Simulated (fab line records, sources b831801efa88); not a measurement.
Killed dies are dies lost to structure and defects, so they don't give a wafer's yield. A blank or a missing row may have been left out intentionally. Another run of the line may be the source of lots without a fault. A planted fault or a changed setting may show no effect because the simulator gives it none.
A struck lot beside a sound one || flow gf180mcu || 14 out of 602 route steps
Sound: these wafers, L390.2, L390.3, L390.4. The struck wafers were L400.2, L400.4, L400.5. The cause comes at the end.
For every step that has rows: the tool of each side, followed by ch and its chambers, followed by its first start. Under that, the readings that differ: sound wafers || struck wafers || difference of the means || sigmas: that difference in standard deviations of wafers without a fault.
alike: a reading whose means differ by less than 2 such deviations, as well as words and numbers matching on both sides. not compared: withheld readings; readings where some wafer has no value; bounds like >300 that might hide an equal value; numbers whose values overlap and for which the record gives no deviation.
Wherever a step has rows on one side only, a row that says differs or no value, or a row with sigmas, the two part there. When numbers do not overlap yet have no deviation, they are printed without sigmas and do not part them. Lack of a reading on every wafer of one side parts them only where that side has two or more wafers.

first, 1 step without rows for these wafers: GF_NWELL_DEVELOP_06 (develop time 60 s).
GF_NWELL_OVL_MEAS_07:
  sound: overlay-02 at day 4 18:16; struck: overlay-01 at day 6 21:49
  alike: NWELL_OVL
then, 2 steps without rows for these wafers: GF_NWELL_IMPLANT_08; GF_NWELL_IMPLANT_09.
GF_NWELL_STRIP_10: strips in O2/N2.
  sound on plasma asher-04 ch 0,1, day 4 18:35; struck on plasma asher-01 ch 0,1, day 6 22:08
  alike: drypump motor current A, heater power w, oes product au, strip time to endpoint s
  not compared: rf hours counter h
GF_NWELL_TW_MEAS_11:
  sound: film metro-01 at day 4 18:42; struck: film metro-02 at day 6 22:15
  alike: NWELL_TW
then, 6 steps without rows for these wafers: GF_LVPWELL_DEHYDRATE_00 (time 60 s); GF_LVPWELL_HMDS_01 (prime time 60 s); GF_LVPWELL_COAT_02 (resist thk 3000 nm); GF_LVPWELL_SOFTBAKE_03; GF_LVPWELL_EXPOSE_04 (exposes mask LVPWELL, target cd 600 nm); GF_LVPWELL_PEB_05.
GF_LVPWELL_DEVELOP_06: develop time 60 s.
  struck on litho track-01, day 7 13:00; sound on litho track-04 ch 0, day 5 08:00
  no value came back on the struck wafers for chill plate temp C (C), develop time s (s); on the sound wafers chill plate temp C (C) reads 23.09 23.09 23.11
GF_LVPWELL_OVL_MEAS_07:
  sound: overlay-02 at day 5 08:57; struck: overlay-02 at day 7 13:38
{"reading": "LVPWELL_OVL (nm)", "sound": "0.9 0.9 -0.8", "struck": "- - -", "difference": "no value on the struck wafers", "sigmas": ""}

WHERE THEY PART
Earliest at GF_LVPWELL_DEVELOP_06; latest, in this record, at GF_LVPWELL_OVL_MEAS_07.

WHY: the cause the simulator had injected
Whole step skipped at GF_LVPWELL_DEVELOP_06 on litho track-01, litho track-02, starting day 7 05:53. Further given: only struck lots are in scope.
